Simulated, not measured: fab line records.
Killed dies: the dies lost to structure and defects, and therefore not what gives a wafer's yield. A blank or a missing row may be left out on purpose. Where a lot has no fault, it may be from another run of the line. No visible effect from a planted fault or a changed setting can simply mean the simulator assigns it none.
What tool caused it? / flow gf180mcu / 24 lots with 72 wafers sampled at 6 steps, on a route of 602 steps

== WHAT THE GAUGES SHOWED, per wafer ==
GF_V3_OVL_MEAS_15.
lot=L074; measured=day 22 01:52; on=overlay-01; V3_OVL (nm)=-10 0 -6
lot=L075; measured=day 22 17:32; on=overlay-01; V3_OVL (nm)=9 3 4
lot=L076; measured=day 23 03:04; on=overlay-02; V3_OVL (nm)=0 7 0
lot=L077; measured=day 23 07:09; on=overlay-02; V3_OVL (nm)=1 7 2
lot=L078; measured=day 23 22:52; on=overlay-01; V3_OVL (nm)=3 10 7
lot=L079; measured=day 24 05:29; on=overlay-01; V3_OVL (nm)=-4 1 -5
lot=L080; measured=day 24 09:31; on=overlay-01; V3_OVL (nm)=0 3 -1
lot=L081; measured=day 25 05:38; on=overlay-02; V3_OVL (nm)=0 3 4
lot=L082; measured=day 25 05:59; on=overlay-02; V3_OVL (nm)=-2 -9 -1
lot=L083; measured=day 25 10:37; on=overlay-02; V3_OVL (nm)=-2 2 -5
lot=L084; measured=day 26 01:15; on=overlay-01; V3_OVL (nm)=-1 -2 -1
lot=L085; measured=day 26 08:08; on=overlay-02; V3_OVL (nm)=1 -1 -3
lot=L086; measured=day 26 15:16; on=overlay-02; V3_OVL (nm)=-2 -6 -2
lot=L087; measured=day 26 21:51; on=overlay-02; V3_OVL (nm)=3 1 -3
lot=L088; measured=day 27 07:34; on=overlay-02; V3_OVL (nm)=-3 -6 -5
lot=L089; measured=day 27 14:34; on=overlay-02; V3_OVL (nm)=-2 0 5
lot=L090; measured=day 27 18:26; on=overlay-02; V3_OVL (nm)=5 14 5
lot=L091; measured=day 28 03:19; on=overlay-01; V3_OVL (nm)=0 -5 -6
lot=L092; measured=day 28 08:14; on=overlay-01; V3_OVL (nm)=1 9 -1
lot=L093; measured=day 28 14:35; on=overlay-02; V3_OVL (nm)=3 5 5
lot=L094; measured=day 28 19:49; on=overlay-02; V3_OVL (nm)=5 -10 -6
lot=L095; measured=day 29 04:30; on=overlay-02; V3_OVL (nm)=10 -6 5
lot=L096; measured=day 29 12:58; on=overlay-01; V3_OVL (nm)=-12 -12 -12
lot=L097; measured=day 29 18:25; on=overlay-02; V3_OVL (nm)=2 4 -9

GF_V5_CD_MEAS_14 targets a cd of 260 nm.
lot=L074; measured=day 27 01:02; on=cd sem-02; cd nm (nm)=258.5 256.8 257.1
lot=L075; measured=day 27 12:32; on=cd sem-01; cd nm (nm)=259.9 260.1 260.5
lot=L076; measured=day 27 21:07; on=cd sem-02; cd nm (nm)=259.9 259.2 259.7
lot=L077; measured=day 28 01:27; on=cd sem-02; cd nm (nm)=260.6 259.1 259.8
lot=L078; measured=day 28 13:29; on=cd sem-01; cd nm (nm)=260.2 259.6 261.2
lot=L079; measured=day 28 20:22; on=cd sem-02; cd nm (nm)=259.5 260.8 260.1
lot=L080; measured=day 28 23:08; on=cd sem-01; cd nm (nm)=260.3 260.7 261.3
lot=L081; measured=day 29 16:52; on=cd sem-02; cd nm (nm)=261.6 262.1 261.3
lot=L082; measured=day 29 17:19; on=cd sem-02; cd nm (nm)=259.7 261.0 260.1
lot=L083; measured=day 29 21:22; on=cd sem-02; cd nm (nm)=260.1 259.7 260.0
lot=L084; measured=day 30 09:28; on=cd sem-01; cd nm (nm)=258.0 259.4 258.5
lot=L085; measured=day 30 16:22; on=cd sem-02; cd nm (nm)=259.7 260.6 260.7
lot=L086; measured=day 30 21:09; on=cd sem-02; cd nm (nm)=258.7 259.3 259.3
lot=L087; measured=day 31 03:08; on=cd sem-02; cd nm (nm)=258.7 259.5 259.3
lot=L088; measured=day 31 12:52; on=cd sem-01; cd nm (nm)=260.0 259.2 260.0
lot=L089; measured=day 31 18:28; on=cd sem-01; cd nm (nm)=262.7 260.9 262.7
lot=L090; measured=day 31 21:57; on=cd sem-02; cd nm (nm)=258.7 258.1 257.7
lot=L091; measured=day 32 06:12; on=cd sem-01; cd nm (nm)=262.1 262.0 262.7
lot=L092; measured=day 32 10:20; on=cd sem-02; cd nm (nm)=257.9 257.7 258.3
lot=L093; measured=day 32 13:55; on=cd sem-01; cd nm (nm)=260.4 259.7 259.6
lot=L094; measured=day 32 18:02; on=cd sem-01; cd nm (nm)=260.6 260.2 260.2
lot=L095; measured=day 33 04:10; on=cd sem-01; cd nm (nm)=262.3 262.1 260.0
lot=L096; measured=day 33 09:03; on=cd sem-02; cd nm (nm)=260.2 259.4 259.3
lot=L097; measured=day 33 13:23; on=cd sem-01; cd nm (nm)=259.1 260.6 258.2

== EACH LOT AND THE TOOL THAT RAN IT (in order: tool; ch and the chambers of the sampled wafers; start) ==
lot=L074; GF_V2_ETCH_17=rie diel-02 ch 0,1,2, day 21 01:31 or earlier; GF_V3_CMP_04=cmp-01 ch 1,2, day 21 01:31; GF_V3_ETCH_17=rie diel-02 ch 1,2, day 23 04:51 or earlier; GF_V4_CMP_04=cmp-02 ch 0,2,3, day 23 04:51
lot=L075; GF_V2_ETCH_17=rie diel-04 ch 0,2,3, day 21 17:22 or earlier; GF_V3_CMP_04=cmp-02 ch 1,2,3, day 21 17:22; GF_V3_ETCH_17=rie diel-02 ch 0,1,3, day 23 19:51 or earlier; GF_V4_CMP_04=cmp-02 ch 0,3, day 23 19:51
lot=L076; GF_V2_ETCH_17=rie diel-02 ch 0,2,3, day 22 02:37 or earlier; GF_V3_CMP_04=cmp-01 ch 0,1,3, day 22 02:37; GF_V3_ETCH_17=rie diel-03 ch 0,1,3, day 24 05:10 or earlier; GF_V4_CMP_04=cmp-01 ch 0,1,2, day 24 05:10
lot=L077; GF_V2_ETCH_17=rie diel-02 ch 1,2,3, day 22 07:03 or earlier; GF_V3_CMP_04=cmp-01 ch 1,2, day 22 07:03; GF_V3_ETCH_17=rie diel-02 ch 1,2,3, day 24 09:49 or earlier; GF_V4_CMP_04=cmp-02 ch 0,2, day 24 09:49
lot=L078; GF_V2_ETCH_17=rie diel-04 ch 0,1,2, day 22 23:03 or earlier; GF_V3_CMP_04=cmp-02 ch 1,2, day 22 23:03; GF_V3_ETCH_17=rie diel-04 ch 0,1,2, day 24 23:23 or earlier; GF_V4_CMP_04=cmp-02 ch 0,1,3, day 24 23:23
lot=L079; GF_V2_ETCH_17=rie diel-01 ch 0,1,2, day 23 06:04 or earlier; GF_V3_CMP_04=cmp-02 ch 1,3, day 23 06:04; GF_V3_ETCH_17=rie diel-04 ch 1,2,3, day 25 06:21 or earlier; GF_V4_CMP_04=cmp-02 ch 1,2, day 25 06:21
lot=L080; GF_V2_ETCH_17=rie diel-02 ch 1,2,3, day 23 10:10 or earlier; GF_V3_CMP_04=cmp-02 ch 1,2, day 23 10:10; GF_V3_ETCH_17=rie diel-03 ch 1,3, day 25 10:23 or earlier; GF_V4_CMP_04=cmp-01 ch 1,2, day 25 10:23
lot=L081; GF_V2_ETCH_17=rie diel-02 ch 0,1, day 24 07:20 or earlier; GF_V3_CMP_04=cmp-01 ch 0,1,3, day 24 07:20; GF_V3_ETCH_17=rie diel-03 ch 0,1,3, day 26 05:12 or earlier; GF_V4_CMP_04=cmp-02 ch 0,1,2, day 26 05:12
lot=L082; GF_V2_ETCH_17=rie diel-01 ch 0,1,3, day 24 07:26 or earlier; GF_V3_CMP_04=cmp-02 ch 0,1,3, day 24 07:26; GF_V3_ETCH_17=rie diel-02 ch 0,1, day 26 06:30 or earlier; GF_V4_CMP_04=cmp-02 ch 0,1,2, day 26 06:30
lot=L083; GF_V2_ETCH_17=rie diel-01 ch 0,1,2, day 24 12:11 or earlier; GF_V3_CMP_04=cmp-01 ch 0,1,3, day 24 12:11; GF_V3_ETCH_17=rie diel-04 ch 0,1,2, day 26 10:05 or earlier; GF_V4_CMP_04=cmp-02 ch 1,2,3, day 26 10:05
lot=L084; GF_V2_ETCH_17=rie diel-01 ch 0,3, day 25 04:09 or earlier; GF_V3_CMP_04=cmp-02 ch 1,2, day 25 04:09; GF_V3_ETCH_17=rie diel-02 ch 2,3, day 27 00:50 or earlier; GF_V4_CMP_04=cmp-02 ch 0,3, day 27 00:50
lot=L085; GF_V2_ETCH_17=rie diel-02 ch 2,3, day 25 10:33 or earlier; GF_V3_CMP_04=cmp-02 ch 0,3, day 25 10:33; GF_V3_ETCH_17=rie diel-04 ch 0,2,3, day 27 07:41 or earlier; GF_V4_CMP_04=cmp-01 ch 0,1,2, day 27 07:41
lot=L086; GF_V2_ETCH_17=rie diel-01 ch 2,3, day 25 18:06 or earlier; GF_V3_CMP_04=cmp-01 ch 0,2,3, day 25 18:06; GF_V3_ETCH_17=rie diel-04 ch 2,3, day 27 13:59 or earlier; GF_V4_CMP_04=cmp-02 ch 1,2, day 27 13:59
lot=L087; GF_V2_ETCH_17=rie diel-01 ch 0,1,2, day 26 01:07 or earlier; GF_V3_CMP_04=cmp-01 ch 0,1,3, day 26 01:07; GF_V3_ETCH_17=rie diel-02 ch 0,1, day 27 20:37 or earlier; GF_V4_CMP_04=cmp-02 ch 1,2,3, day 27 20:37
lot=L088; GF_V2_ETCH_17=rie diel-02 ch 1,2,3, day 26 11:14 or earlier; GF_V3_CMP_04=cmp-01 ch 0,1,3, day 26 11:14; GF_V3_ETCH_17=rie diel-02 ch 0,1, day 28 06:40 or earlier; GF_V4_CMP_04=cmp-01 ch 0,2,3, day 28 06:40
lot=L089; GF_V2_ETCH_17=rie diel-04 ch 0,1,3, day 26 18:29 or earlier; GF_V3_CMP_04=cmp-01 ch 1,2,3, day 26 18:29; GF_V3_ETCH_17=rie diel-04 ch 1,3, day 28 12:56 or earlier; GF_V4_CMP_04=cmp-02 ch 1,2,3, day 28 12:56
lot=L090; GF_V2_ETCH_17=rie diel-01 ch 0,3, day 26 21:58 or earlier; GF_V3_CMP_04=cmp-01 ch 1,2, day 26 21:58; GF_V3_ETCH_17=rie diel-03 ch 0,2,3, day 28 17:00 or earlier; GF_V4_CMP_04=cmp-02 ch 0,3, day 28 17:00
lot=L091; GF_V2_ETCH_17=rie diel-02 ch 1,2, day 27 06:46 or earlier; GF_V3_CMP_04=cmp-01 ch 0,2,3, day 27 06:46; GF_V3_ETCH_17=rie diel-02 ch 1,2, day 29 02:16 or earlier; GF_V4_CMP_04=cmp-02 ch 1,3, day 29 02:16
lot=L092; GF_V2_ETCH_17=rie diel-04 ch 1,2,3, day 27 12:24 or earlier; GF_V3_CMP_04=cmp-01 ch 1,2,3, day 27 12:24; GF_V3_ETCH_17=rie diel-04 ch 0,2,3, day 29 06:13 or earlier; GF_V4_CMP_04=cmp-01 ch 0,3, day 29 06:13
lot=L093; GF_V2_ETCH_17=rie diel-01 ch 1,2,3, day 27 17:59 or earlier; GF_V3_CMP_04=cmp-02 ch 0,1,2, day 27 17:59; GF_V3_ETCH_17=rie diel-04 ch 0,2,3, day 29 12:41 or earlier; GF_V4_CMP_04=cmp-01 ch 0,1,3, day 29 12:41
lot=L094; GF_V2_ETCH_17=rie diel-04 ch 0,2,3, day 27 23:25 or earlier; GF_V3_CMP_04=cmp-01 ch 0,1, day 27 23:25; GF_V3_ETCH_17=rie diel-03 ch 1,3, day 29 17:49 or earlier; GF_V4_CMP_04=cmp-01 ch 1,2, day 29 17:49
lot=L095; GF_V2_ETCH_17=rie diel-02 ch 1,2,3, day 28 08:49 or earlier; GF_V3_CMP_04=cmp-01 ch 0,1,2, day 28 08:49; GF_V3_ETCH_17=rie diel-03 ch 0,2,3, day 30 02:29 or earlier; GF_V4_CMP_04=cmp-01 ch 0,1,3, day 30 02:29
lot=L096; GF_V2_ETCH_17=rie diel-02 ch 0,1,2, day 28 17:15 or earlier; GF_V3_CMP_04=cmp-01 ch 0,1,3, day 28 17:15; GF_V3_ETCH_17=rie diel-04 ch 1,2,3, day 30 09:52 or earlier; GF_V4_CMP_04=cmp-01 ch 1,2,3, day 30 09:52
lot=L097; GF_V2_ETCH_17=rie diel-04 ch 0,2,3, day 28 23:08 or earlier; GF_V3_CMP_04=cmp-01 ch 0,3, day 28 23:08; GF_V3_ETCH_17=rie diel-03 ch 2,3, day 30 15:34 or earlier; GF_V4_CMP_04=cmp-01 ch 1,2, day 30 15:34
- GF_V2_ETCH_17: etches SiO2 in C4F8/O2/Ar, stops on TiN, target depth 630 nm.
- GF_V3_CMP_04: polishes SiO2.
- GF_V3_ETCH_17: etches SiO2 in C4F8/O2/Ar, stops on TiN, target depth 635 nm.
- GF_V4_CMP_04: polishes SiO2.

== WHAT THE TOOLS THEMSELVES READ (means of the sampled wafers that have a number; where no wafer has one, the mark that the record gives instead) ==
GF_V2_ETCH_17.
lot=L074; tool=rie diel-02; oes product au (a.u.)=0.853
lot=L075; tool=rie diel-04; oes product au (a.u.)=0.856
lot=L076; tool=rie diel-02; oes product au (a.u.)=0.855
lot=L077; tool=rie diel-02; oes product au (a.u.)=0.855
lot=L078; tool=rie diel-04; oes product au (a.u.)=0.857
lot=L079; tool=rie diel-01; oes product au (a.u.)=0.857
lot=L080; tool=rie diel-02; oes product au (a.u.)=0.858
lot=L081; tool=rie diel-02; oes product au (a.u.)=0.853
lot=L082; tool=rie diel-01; oes product au (a.u.)=0.855
lot=L083; tool=rie diel-01; oes product au (a.u.)=0.858
lot=L084; tool=rie diel-01; oes product au (a.u.)=0.859
lot=L085; tool=rie diel-02; oes product au (a.u.)=0.853
lot=L086; tool=rie diel-01; oes product au (a.u.)=0.858
lot=L087; tool=rie diel-01; oes product au (a.u.)=0.862
lot=L088; tool=rie diel-02; oes product au (a.u.)=0.854
lot=L089; tool=rie diel-04; oes product au (a.u.)=0.858
lot=L090; tool=rie diel-01; oes product au (a.u.)=0.854
lot=L091; tool=rie diel-02; oes product au (a.u.)=0.856
lot=L092; tool=rie diel-04; oes product au (a.u.)=0.855
lot=L093; tool=rie diel-01; oes product au (a.u.)=0.853
lot=L094; tool=rie diel-04; oes product au (a.u.)=0.853
lot=L095; tool=rie diel-02; oes product au (a.u.)=0.853
lot=L096; tool=rie diel-02; oes product au (a.u.)=0.855
lot=L097; tool=rie diel-04; oes product au (a.u.)=0.855

GF_V3_CMP_04.
lot=L074; tool=cmp-01; motor current A (A)=12.2; time to endpoint s (s)=83
lot=L075; tool=cmp-02; motor current A (A)=11.6; time to endpoint s (s)=78
lot=L076; tool=cmp-01; motor current A (A)=11.6; time to endpoint s (s)=82
lot=L077; tool=cmp-01; motor current A (A)=12.1; time to endpoint s (s)=76
lot=L078; tool=cmp-02; motor current A (A)=12.0; time to endpoint s (s)=77
lot=L079; tool=cmp-02; motor current A (A)=10.9; time to endpoint s (s)=80
lot=L080; tool=cmp-02; motor current A (A)=11.4; time to endpoint s (s)=78
lot=L081; tool=cmp-01; motor current A (A)=11.6; time to endpoint s (s)=73
lot=L082; tool=cmp-02; motor current A (A)=11.7; time to endpoint s (s)=80
lot=L083; tool=cmp-01; motor current A (A)=11.5; time to endpoint s (s)=70
lot=L084; tool=cmp-02; motor current A (A)=12.6; time to endpoint s (s)=79
lot=L085; tool=cmp-02; motor current A (A)=12.9; time to endpoint s (s)=78
lot=L086; tool=cmp-01; motor current A (A)=10.8; time to endpoint s (s)=71
lot=L087; tool=cmp-01; motor current A (A)=11.6; time to endpoint s (s)=72
lot=L088; tool=cmp-01; motor current A (A)=11.8; time to endpoint s (s)=75
lot=L089; tool=cmp-01; motor current A (A)=12.1; time to endpoint s (s)=75
lot=L090; tool=cmp-01; motor current A (A)=12.9; time to endpoint s (s)=75
lot=L091; tool=cmp-01; motor current A (A)=10.7; time to endpoint s (s)=75
lot=L092; tool=cmp-01; motor current A (A)=11.9; time to endpoint s (s)=80
lot=L093; tool=cmp-02; motor current A (A)=12.6; time to endpoint s (s)=78
lot=L094; tool=cmp-01; motor current A (A)=11.4; time to endpoint s (s)=84
lot=L095; tool=cmp-01; motor current A (A)=12.2; time to endpoint s (s)=71
lot=L096; tool=cmp-01; motor current A (A)=11.7; time to endpoint s (s)=77
lot=L097; tool=cmp-01; motor current A (A)=10.7; time to endpoint s (s)=80

GF_V3_ETCH_17.
lot=L074; tool=rie diel-02; oes product au (a.u.)=0.858
lot=L075; tool=rie diel-02; oes product au (a.u.)=0.856
lot=L076; tool=rie diel-03; oes product au (a.u.)=0.855
lot=L077; tool=rie diel-02; oes product au (a.u.)=0.855
lot=L078; tool=rie diel-04; oes product au (a.u.)=0.853
lot=L079; tool=rie diel-04; oes product au (a.u.)=0.851
lot=L080; tool=rie diel-03; oes product au (a.u.)=0.858
lot=L081; tool=rie diel-03; oes product au (a.u.)=0.859
lot=L082; tool=rie diel-02; oes product au (a.u.)=0.858
lot=L083; tool=rie diel-04; oes product au (a.u.)=0.854
lot=L084; tool=rie diel-02; oes product au (a.u.)=0.854
lot=L085; tool=rie diel-04; oes product au (a.u.)=0.851
lot=L086; tool=rie diel-04; oes product au (a.u.)=0.854
lot=L087; tool=rie diel-02; oes product au (a.u.)=0.850
lot=L088; tool=rie diel-02; oes product au (a.u.)=0.859
lot=L089; tool=rie diel-04; oes product au (a.u.)=0.855
lot=L090; tool=rie diel-03; oes product au (a.u.)=0.855
lot=L091; tool=rie diel-02; oes product au (a.u.)=0.856
lot=L092; tool=rie diel-04; oes product au (a.u.)=0.853
lot=L093; tool=rie diel-04; oes product au (a.u.)=0.852
lot=L094; tool=rie diel-03; oes product au (a.u.)=0.856
lot=L095; tool=rie diel-03; oes product au (a.u.)=0.854
lot=L096; tool=rie diel-04; oes product au (a.u.)=0.854
lot=L097; tool=rie diel-03; oes product au (a.u.)=0.852

GF_V4_CMP_04.
lot=L074; tool=cmp-02; motor current A (A)=12.7; time to endpoint s (s)=91
lot=L075; tool=cmp-02; motor current A (A)=11.8; time to endpoint s (s)=79
lot=L076; tool=cmp-01; motor current A (A)=12.2; time to endpoint s (s)=77
lot=L077; tool=cmp-02; motor current A (A)=13.6; time to endpoint s (s)=79
lot=L078; tool=cmp-02; motor current A (A)=11.9; time to endpoint s (s)=78
lot=L079; tool=cmp-02; motor current A (A)=12.0; time to endpoint s (s)=85
lot=L080; tool=cmp-01; motor current A (A)=12.8; time to endpoint s (s)=75
lot=L081; tool=cmp-02; motor current A (A)=12.7; time to endpoint s (s)=77
lot=L082; tool=cmp-02; motor current A (A)=12.3; time to endpoint s (s)=87
lot=L083; tool=cmp-02; motor current A (A)=11.7; time to endpoint s (s)=87
lot=L084; tool=cmp-02; motor current A (A)=12.2; time to endpoint s (s)=81
lot=L085; tool=cmp-01; motor current A (A)=11.7; time to endpoint s (s)=78
lot=L086; tool=cmp-02; motor current A (A)=12.3; time to endpoint s (s)=81
lot=L087; tool=cmp-02; motor current A (A)=11.8; time to endpoint s (s)=82
lot=L088; tool=cmp-01; motor current A (A)=11.2; time to endpoint s (s)=77
lot=L089; tool=cmp-02; motor current A (A)=11.9; time to endpoint s (s)=82
lot=L090; tool=cmp-02; motor current A (A)=11.7; time to endpoint s (s)=80
lot=L091; tool=cmp-02; motor current A (A)=11.2; time to endpoint s (s)=79
lot=L092; tool=cmp-01; motor current A (A)=10.6; time to endpoint s (s)=82
lot=L093; tool=cmp-01; motor current A (A)=11.6; time to endpoint s (s)=82
lot=L094; tool=cmp-01; motor current A (A)=12.4; time to endpoint s (s)=79
lot=L095; tool=cmp-01; motor current A (A)=11.4; time to endpoint s (s)=77
lot=L096; tool=cmp-01; motor current A (A)=11.9; time to endpoint s (s)=84
lot=L097; tool=cmp-01; motor current A (A)=11.9; time to endpoint s (s)=84

== THE ANSWER, worked out from the rows above alone ==
Rule: the lots themselves supply what counts as usual. The widest of any qualifying gaps counts: lots, ordered by their means at a reading, are off when they make up no more than a third of the lots, leave a main group of 4 or more, and stand apart from it by 3 or more times the standard deviation of that group's means. The tables above print the reading to a certain number of digits; a main group whose means all agree to those digits is not used. A lot without any number at a reading at which 4 lots or more have one is off too. All remaining lots with rows at the step are treated as sound. First the gauges in route order, then the tools' own readings, where a lot's mean is used as printed above. The first step at which some lot is off is used, and at that step the reading that is off furthest; a lot without a number counts as furthest.
Nothing can be told from this: no lot is off at any reading shown.

== WHAT HAD BEEN PUT IN BY THE SIMULATOR ==
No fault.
